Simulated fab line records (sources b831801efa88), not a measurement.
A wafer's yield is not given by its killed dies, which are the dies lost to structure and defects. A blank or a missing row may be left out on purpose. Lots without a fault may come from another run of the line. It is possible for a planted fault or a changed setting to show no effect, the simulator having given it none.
The tool behind it: which one?	flow gf180mcu	13 lots, 39 wafers sampled, at 3 steps of a route of 602

## WHAT EACH GAUGE READ, for each wafer
GF_V5_THK_MEAS_03. Usual: V5_CVD_02_THK typically reads 1460 nm, with standard deviation 20.
lot	measured	on	V5_CVD_02_THK (nm)	flag
L755	day 26 12:52	film_metro-03	1467 1504 1479	
L756	day 26 15:40	film_metro-01	1454 1442 1466	
L758	day 27 10:20	film_metro-02	1457 1491 1469	
L761	day 28 11:29	film_metro-01	1421 1417 1442	
L763	day 29 02:00	film_metro-01	1440 1480 1456	
L766	day 29 22:08	film_metro-02	1470 1472 1488	
L769	day 30 19:13	film_metro-02	1453 1460 1462	
L770	day 31 02:50	film_metro-02	1447 1443 1472	
L771	day 31 07:10	film_metro-02	1457 1479 1499	
L774	day 32 02:17	film_metro-03	1430 1484 1455	
L775	day 32 08:38	film_metro-01	1412 1409 1446	
L776	day 32 13:49	film_metro-03	1464 1475 1484	
L777	day 32 21:12	film_metro-03	1458 1445 1478	

GF_V5_CD_MEAS_14: target cd 260 nm. Usual: cd_nm reads 259.6 nm (standard deviation 1.2).
lot	measured	on	cd_nm (nm)	flag
L755	day 27 09:32	cd_sem-01	259.8 260.3 259.0	
L756	day 27 12:16	cd_sem-02	257.1 257.5 257.7	
L758	day 28 06:28	cd_sem-02	260.0 259.6 259.4	
L761	day 29 07:49	cd_sem-02	259.5 260.3 260.5	
L763	day 29 21:42	cd_sem-02	260.9 261.2 260.5	
L766	day 30 16:54	cd_sem-02	263.1 261.8 261.3	
L769	day 31 13:16	cd_sem-01	261.5 260.4 260.8	
L770	day 31 21:21	cd_sem-02	260.2 259.7 259.5	
L771	day 32 00:48	cd_sem-01	258.3 258.3 257.4	
L774	day 32 19:49	cd_sem-02	257.0 257.6 257.4	
L775	day 33 01:22	cd_sem-01	258.8 258.8 258.8	
L776	day 33 06:05	cd_sem-02	259.1 258.5 258.9	
L777	day 33 13:38	cd_sem-02	258.2 258.7 259.4	

## EACH LOT AND THE TOOL THAT RAN IT (in order: tool; ch and the chambers of the sampled wafers; start)
lot	GF_M4_SPUTTER_01
L755	pvd_sputter-03, day 22 15:26
L756	pvd_sputter-03, day 22 19:36
L758	pvd_sputter-03, day 23 15:40
L761	pvd_sputter-03, day 24 19:45
L763	pvd_sputter-03, day 25 11:39
L766	pvd_sputter-02, day 26 09:56
L769	pvd_sputter-04, day 27 08:02
L770	pvd_sputter-04, day 27 18:16
L771	pvd_sputter-02, day 27 21:53
L774	pvd_sputter-02, day 28 18:16
L775	pvd_sputter-03, day 29 01:44
L776	pvd_sputter-03, day 29 08:11
L777	pvd_sputter-02, day 29 16:50
- GF_M4_SPUTTER_01: material TiN, target thk 30 nm, time 25 s.

## WHAT THE TOOLS THEMSELVES READ (means of the sampled wafers that have a number; where no wafer has one, the mark that the record gives instead)
GF_M4_SPUTTER_01. Usual: throttle_valve_pct reads 30.2 % (standard deviation 1.2).
lot	tool	throttle_valve_pct (%)	flag
L755	pvd_sputter-03	28.8	
L756	pvd_sputter-03	30.8	
L758	pvd_sputter-03	30.7	
L761	pvd_sputter-03	30.7	
L763	pvd_sputter-03	32.0	
L766	pvd_sputter-02	30.9	
L769	pvd_sputter-04	29.2	
L770	pvd_sputter-04	29.3	
L771	pvd_sputter-02	30.5	
L774	pvd_sputter-02	30.4	
L775	pvd_sputter-03	30.0	
L776	pvd_sputter-03	30.1	
L777	pvd_sputter-02	30.3	

## THE ANSWER, worked out from the rows above alone
Rule: take the mean of a lot's wafers that have a number; if it is more than 3 standard deviations from the usual mean, the lot is off. Also off: a lot with no number at a reading for which 4 or more lots have one. The other lots that the step has rows for count as sound. After the gauges, taken in route order, come the tools' own readings; for these a lot's mean is taken, as printed above. At the first step where some lot is off, the reading lying furthest off is the one used; lots without a number count as furthest.
Across all readings shown, no lot is off: no conclusion can be drawn from this.

## WHAT THE SIMULATOR HAD INSERTED
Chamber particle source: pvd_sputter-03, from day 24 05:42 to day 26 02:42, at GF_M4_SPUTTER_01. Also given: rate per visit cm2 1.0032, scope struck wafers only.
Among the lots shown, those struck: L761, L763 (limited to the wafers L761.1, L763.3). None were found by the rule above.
